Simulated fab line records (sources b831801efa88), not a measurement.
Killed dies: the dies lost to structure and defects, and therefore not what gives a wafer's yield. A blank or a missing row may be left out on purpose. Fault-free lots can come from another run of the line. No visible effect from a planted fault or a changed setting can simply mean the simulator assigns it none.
The tool behind it: which one?	flow sfq_line	14 lots with 42 wafers sampled at 4 steps, on a route of 325 steps

## WHAT EACH GAUGE READ, for each wafer
No reading from a measuring or inspecting step in the record can be judged against a usual standard deviation.

## WHICH TOOL RAN EACH LOT (tool, then ch and the chambers of the sampled wafers, then the start)
lot	SFQ_TRILAYER_INCOMING_OXIDATION_002	SFQ_TRILAYER_I0_VIA_STRIP_STRIP_035	SFQ_TRILAYER_I4_VIA_STRIP_STRIP_107	SFQ_TRILAYER_JJ_TRILAYER_DEP_SPUTTER_112
L325	furnace-01 ch 0, day 1 15:07	rie_metal-03 ch 0,1, day 10 04:32	rie_metal-03 ch 0,1, day 37 11:31	pvd_sputter-03, day 37 13:25
L326	furnace-02 ch 0, day 1 20:07	rie_metal-01 ch 0,1, day 10 09:23	rie_metal-01 ch 0,1, day 37 19:55	pvd_sputter-06, day 37 21:49
L327	furnace-01 ch 0, day 2 01:07	rie_metal-03 ch 0,1, day 10 18:56	rie_metal-03 ch 0,1, day 38 03:07	pvd_sputter-05, day 38 05:01
L328	furnace-02 ch 0, day 2 06:07	rie_metal-01 ch 0,1, day 10 23:56	rie_metal-01 ch 0,1, day 38 09:19	pvd_sputter-06, day 38 11:01
L329	furnace-01 ch 0, day 2 11:07	rie_metal-03 ch 0,1, day 11 04:32	rie_metal-02 ch 0, day 38 13:55	pvd_sputter-06, day 38 15:49
L334	furnace-02 ch 0, day 3 12:07	rie_metal-02 ch 0,1, day 12 14:53	rie_metal-01 ch 0, day 41 14:14	pvd_sputter-06, day 41 16:32
L335	furnace-01, day 3 17:07	rie_metal-02 ch 0,1, day 12 22:17	rie_metal-02 ch 0,1, day 41 20:14	pvd_sputter-05, day 41 21:56
L336	furnace-02, day 3 22:10	rie_metal-01 ch 1, day 13 10:17	rie_metal-03 ch 0,1, day 42 00:50	pvd_sputter-03, day 42 02:46
L340	furnace-01 ch 0, day 4 18:07	rie_metal-01 ch 1, day 14 16:36	rie_metal-03 ch 0,1, day 50 14:20	pvd_sputter-06, day 50 16:14
L342	furnace-01 ch 0, day 5 04:07	rie_metal-03 ch 0,1, day 15 10:36	rie_metal-03 ch 0,1, day 51 08:32	pvd_sputter-03, day 51 10:15
L343	furnace-02 ch 0, day 5 09:07	rie_metal-03 ch 0,1, day 15 14:12	rie_metal-02 ch 0, day 51 17:28	pvd_sputter-06, day 51 19:22
L344	furnace-01 ch 0, day 5 14:07	rie_metal-01 ch 0,1, day 15 18:48	rie_metal-03 ch 0,1, day 52 14:43	pvd_sputter-03, day 52 16:37
L345	furnace-02 ch 0, day 5 19:07	rie_metal-02 ch 0,1, day 15 23:36	rie_metal-01 ch 1, day 53 00:31	pvd_sputter-06, day 53 02:59
L347	furnace-02 ch 0, day 6 05:07	rie_metal-01 ch 0,1, day 16 12:48	rie_metal-02 ch 0,1, day 53 18:26	pvd_sputter-05, day 53 20:20
- SFQ_TRILAYER_INCOMING_OXIDATION_002: target thk 500 nm, ox time 4939 s.
- SFQ_TRILAYER_I0_VIA_STRIP_STRIP_035: strips in O2.
- SFQ_TRILAYER_I4_VIA_STRIP_STRIP_107: strips in O2.
- SFQ_TRILAYER_JJ_TRILAYER_DEP_SPUTTER_112: material Nb, target thk 170 nm, time 113.3 s.

## AS READ BY THE TOOLS THEMSELVES (means over the sampled wafers that have a number; for cases with no such wafer, the mark the record gives instead)
SFQ_TRILAYER_INCOMING_OXIDATION_002. Usual: ox_temp_c 1000.1 C, standard deviation 0.42; ox_temp_c_max 1004.6, standard deviation 1.6; spike_tc_centre_C 1001.0 C, standard deviation 1.1; zone_power_bottom_pct 33 %, standard deviation 4.4.
lot	tool	ox_temp_c (C)	ox_temp_c_max	spike_tc_centre_C (C)	zone_power_bottom_pct (%)	flag
L325	furnace-01	999.6	1005.2	1000.1	37	
L326	furnace-02	1000.0	1003.1	1000.5	28	
L327	furnace-01	1000.4	1006.4	1002.8	37	
L328	furnace-02	1000.4	1003.6	1000.4	28	
L329	furnace-01	1000.3	1006.2	1001.8	38	
L334	furnace-02	1000.4	1003.7	1001.0	29	
L335	furnace-01	-	-	-	-	OFF
L336	furnace-02	-	-	-	-	OFF
L340	furnace-01	999.8	1004.9	1000.9	37	
L342	furnace-01	1000.4	1006.3	1002.1	37	
L343	furnace-02	999.7	1003.1	999.5	29	
L344	furnace-01	1000.1	1005.5	1001.6	37	
L345	furnace-02	1000.2	1003.2	1001.7	29	
L347	furnace-02	1000.1	1003.3	1001.2	28	

SFQ_TRILAYER_I0_VIA_STRIP_STRIP_035. Usual: drypump_motor_current_A 5.5 A, standard deviation 0.32; oes_product_au 0.999 a.u., standard deviation 0.0092.
lot	tool	drypump_motor_current_A (A)	oes_product_au (a.u.)	flag
L325	rie_metal-03	5.4	1.012	
L326	rie_metal-01	5.6	0.990	
L327	rie_metal-03	5.4	1.007	
L328	rie_metal-01	5.8	0.996	
L329	rie_metal-03	5.4	1.011	
L334	rie_metal-02	4.9	0.997	
L335	rie_metal-02	5.2	1.010	
L336	rie_metal-01	5.5	0.992	
L340	rie_metal-01	5.5	0.991	
L342	rie_metal-03	5.4	1.012	
L343	rie_metal-03	5.3	1.000	
L344	rie_metal-01	5.8	0.990	
L345	rie_metal-02	5.2	1.005	
L347	rie_metal-01	5.6	0.988	

SFQ_TRILAYER_I4_VIA_STRIP_STRIP_107. Usual: drypump_motor_current_A 5.3 A, standard deviation 0.38; oes_product_au 0.998 a.u., standard deviation 0.0072.
lot	tool	drypump_motor_current_A (A)	oes_product_au (a.u.)	flag
L325	rie_metal-03	5.4	1.004	
L326	rie_metal-01	5.6	1.001	
L327	rie_metal-03	5.4	0.999	
L328	rie_metal-01	5.8	0.988	
L329	rie_metal-02	4.7	0.998	
L334	rie_metal-01	5.9	0.997	
L335	rie_metal-02	5.2	0.998	
L336	rie_metal-03	5.4	1.000	
L340	rie_metal-03	5.3	0.993	
L342	rie_metal-03	5.4	0.996	
L343	rie_metal-02	4.7	0.990	
L344	rie_metal-03	5.4	1.003	
L345	rie_metal-01	5.5	0.988	
L347	rie_metal-02	5.2	0.981	

SFQ_TRILAYER_JJ_TRILAYER_DEP_SPUTTER_112. Usual: cathode_dc_power_W 2000.0 W, standard deviation 0.37; throttle_valve_pct 30.5 %, standard deviation 0.99.
lot	tool	cathode_dc_power_W (W)	throttle_valve_pct (%)	flag
L325	pvd_sputter-03	2000.1	30.9	
L326	pvd_sputter-06	2000.0	30.7	
L327	pvd_sputter-05	2000.1	30.3	
L328	pvd_sputter-06	2000.6	31.0	
L329	pvd_sputter-06	1999.9	30.1	
L334	pvd_sputter-06	1999.7	30.2	
L335	pvd_sputter-05	1999.9	29.8	
L336	pvd_sputter-03	2000.1	30.3	
L340	pvd_sputter-06	1999.9	30.7	
L342	pvd_sputter-03	2000.0	30.3	
L343	pvd_sputter-06	1999.7	30.7	
L344	pvd_sputter-03	2000.1	30.9	
L345	pvd_sputter-06	2000.0	29.7	
L347	pvd_sputter-05	2000.2	30.5	

## THE ANSWER, worked out from the rows above alone
Rule: a lot counts as off when the mean over its wafers that have a number is more than 3 standard deviations away from the usual mean. A lot without any number at a reading at which 4 lots or more have one is off too. Any other lot the step has rows for is counted as sound. Order of review: gauges by route order, followed by the tools' own readings, for which a lot's mean as printed above is used. At the first step where some lot is off, the reading lying furthest off is the one used; lots without a number count as furthest.
Off: L335, L336 (SFQ_TRILAYER_INCOMING_OXIDATION_002, ox_temp_c). Without a number there: L335, L336.
A tool fits if, at that step or a process step before it, it ran every lot that is off, and no sound lot after the first of them. No candidate that was tried fits.

## WHAT WAS PUT IN BY THE SIMULATOR
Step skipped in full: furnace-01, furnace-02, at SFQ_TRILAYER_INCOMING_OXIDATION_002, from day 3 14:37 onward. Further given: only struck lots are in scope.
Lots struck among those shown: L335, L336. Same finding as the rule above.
